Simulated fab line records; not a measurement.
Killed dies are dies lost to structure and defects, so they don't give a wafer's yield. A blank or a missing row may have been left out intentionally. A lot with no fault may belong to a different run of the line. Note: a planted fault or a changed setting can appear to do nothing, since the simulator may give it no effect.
Code-filled problem report in 8D (eight disciplines) form || flow sky130 || the parts of the form that need people (team, actions taken, sign-off) are left out

1. WHAT WENT WRONG
VIA3_HDPCVD_THK at SKY_VIA3_THK_MEAS_01 reads a mean of 1292 nm on 3 wafers of 2 lots; wafers without a fault read 1634 nm with a standard deviation of 17. That is -20 standard deviations from the usual mean.
Seen first at day 39 22:58 on film_metro-03, wafer L369.3. At this step, 33 wafers from 11 lots have a number in the record. The rule behind "out" and "out of limits": a value lying over 4 standard deviations away from the usual mean. All remaining wafers that have a number are taken as sound.

2. WHAT IT IS, AND WHAT IT ISN'T
{"question": "which readings at this step", "is": "VIA3_HDPCVD_THK", "is not": "-"}
{"question": "which lots", "is": "L369, L372", "is not": "L363, L364, L365, L366, L370, L376, L378, L381, L382"}
{"question": "which wafers of those lots", "is": "L369.3, L369.5, L372.6", "is not": "L369.1, L372.3, L372.5"}
{"question": "read on which gauges", "is": "film_metro-03, film_metro-04", "is not": "film_metro-02"}
{"question": "when", "is": "from day 39 22:58", "is not": "up to then (13 sound wafers); but 17 sound wafers of L370, L372, L376, L378, L381, L382 came after"}

3. THE SUSPECTS, EACH WITH WHAT RULES IT OUT
Counting: a tool at a process step up to the reading stays a suspect if it ran every lot that is out. Sound lots after the first of them don't rule it out here, since some wafers of a struck lot are sound.
- the gauge at SKY_VIA3_THK_MEAS_01 has been ruled out. Those wafers that are out were read across 2 gauges (film_metro-03, film_metro-04).
- cmp-01 at SKY_VIA1_CMP_02 (polishes SiO2): kept. It ran every lot that is out, first L369 (day 34 03:22); its last sound lot up to then is L365 (day 32 16:04).
- hdpcvd-02 at SKY_VIA3_HDPCVD_00 (deposits SiO2, target thk 1635 nm, time 272.5 s): kept. It ran every lot that is out, first L369 (day 39 22:48); its last sound lot up to then is L365 (day 38 12:02).
- At SKY_VIA3_HDPCVD_00, inside hdpcvd-02: chamber 1 took the wafers that are out, while their sound lot-mates went through chambers 0, 2.
Left after counting: cmp-01 at SKY_VIA1_CMP_02, hdpcvd-02 at SKY_VIA3_HDPCVD_00.

4. THE CAUSE (what the simulator had put in)
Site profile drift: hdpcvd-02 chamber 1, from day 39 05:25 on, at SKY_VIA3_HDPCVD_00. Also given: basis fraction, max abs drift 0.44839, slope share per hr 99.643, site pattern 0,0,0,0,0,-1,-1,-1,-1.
Of the 2 suspects that counting leaves, this tool is one.

5. SEQUENCE OF EFFECTS, ordered by route
Each row: a reading where the mean over the struck wafers with a number is more than 3 standard deviations away from the usual. Readings are gone through only where the record gives a usual standard deviation; hours: the median, over the lots, of the time from a lot's start at the first step in this table giving one to that lot's start at this step; sigmas: the change measured in usual standard deviations.
{"hours": 0, "step": "SKY_VIA3_THK_MEAS_01", "reading": "VIA3_HDPCVD_THK", "usual": "1634 nm", "on struck wafers": 1292, "change": -342, "sigmas": -20}
{"hours": 26, "step": "SKY_VIA3_ETCH_15", "reading": "oes_product_au", "usual": "0.946 a.u.", "on struck wafers": 0.710, "change": -0.236, "sigmas": -48}
{"hours": 165, "step": "SKY_PAD_OPEN_PROBE_99", "reading": "defect_limited_yield", "usual": "82.5 %", "on struck wafers": 58.9, "change": -23.6, "sigmas": -12}
{"hours": 165, "step": "SKY_PAD_OPEN_PROBE_99", "reading": "killed_at_M0_to_M3", "usual": 42, "on struck wafers": 159, "change": "+117", "sigmas": "+16"}
{"hours": 165, "step": "SKY_PAD_OPEN_PROBE_99", "reading": "killed_dies", "usual": 86, "on struck wafers": 202, "change": "+116", "sigmas": "+12"}
{"hours": 165, "step": "SKY_PAD_OPEN_PROBE_99", "reading": "killed_on_rim", "usual": 17, "on struck wafers": 94, "change": "+77", "sigmas": "+20"}
{"hours": 165, "step": "SKY_PAD_OPEN_PROBE_99", "reading": "sort_bin_3_pad_short", "usual": "0.9 %", "on struck wafers": 23.8, "change": "+22.9", "sigmas": "+50"}
{"hours": 165, "step": "SKY_PAD_OPEN_PROBE_99", "reading": "sort_n_pass", "usual": 406, "on struck wafers": 290, "change": -116, "sigmas": -12}
{"hours": 165, "step": "SKY_PAD_OPEN_PROBE_99", "reading": "sort_yield_pct", "usual": "82.5 %", "on struck wafers": 58.9, "change": -23.6, "sigmas": -12}
It contains these process steps:
- SKY_VIA3_ETCH_15: etches SiO2 in C4F8/O2/Ar, stops on TiN, target depth 507 nm, time 78 s.
- SKY_PAD_OPEN_PROBE_99

6. HOW IT WOULD HAVE BEEN CAUGHT EARLIER
18 hours passed between the start of the fault at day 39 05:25 and the first reading out of limits at a measuring or inspecting step in this record, taken at day 39 22:58.
No tool reading at SKY_VIA3_HDPCVD_00 that has a usual standard deviation in the record was out on any struck wafer, so an alarm limit of 4 standard deviations on those readings would not have fired.
Among the 2 lots that are out, L372 began SKY_VIA3_HDPCVD_00 on hdpcvd-02 after day 39 22:58. Putting the tool on hold at that point would have spared it.
